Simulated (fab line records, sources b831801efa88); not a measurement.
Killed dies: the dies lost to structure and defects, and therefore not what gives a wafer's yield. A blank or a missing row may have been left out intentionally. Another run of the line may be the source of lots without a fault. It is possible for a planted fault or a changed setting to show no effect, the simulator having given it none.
Chamber matching | flow sfq-line | rie-diel-04 running SFQ_TRILAYER_L0_VIA_ETCH_VIA_ETCH_016: 3 sister chambers
The step etches SiO2 in CHF3, stops on MoNx KI, target depth 80 nm. 3 wafers are shown with their chamber, then 3 later ones without.

== WAFERS, EACH WITH ITS CHAMBER ==
wafer  | chamber | drypump-motor-current-A (A)
L473.6 | 3       | 5.79
L476.5 | 2       | 5.74
L478.5 | 0       | 5.72

== WAFERS WITH NO CHAMBER GIVEN ==
wafer  | drypump-motor-current-A (A)
L482.2 | 5.78
L482.6 | 5.68
L492.1 | 5.79

== EACH ONE'S CHAMBER ==
wafer  | from the rows above     | in truth
L482.2 | can't be placed: 3 or 2 | 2
L482.6 | can't be placed: 0 or 2 | 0
L492.1 | 3                       | 3
1 of 3 placed correctly. Unplaceable from these rows: 2, with the true chamber sitting among the candidates in 2. Wrongly placed: 0.
How it was worked out, from the rows above alone: a wafer's distance from a chamber is the root of the sum, over the readings, of the square of ((its reading less the chamber's mean) divided by the reading's scatter). The wafer belongs to the nearest chamber; if the next one is less than 2 further off, it can't be placed. The mean given for a chamber averages the wafers shown for that chamber. The scatter: root of mean squared gap, hidden wafer to nearest shown wafer, with one shown wafer a chamber.
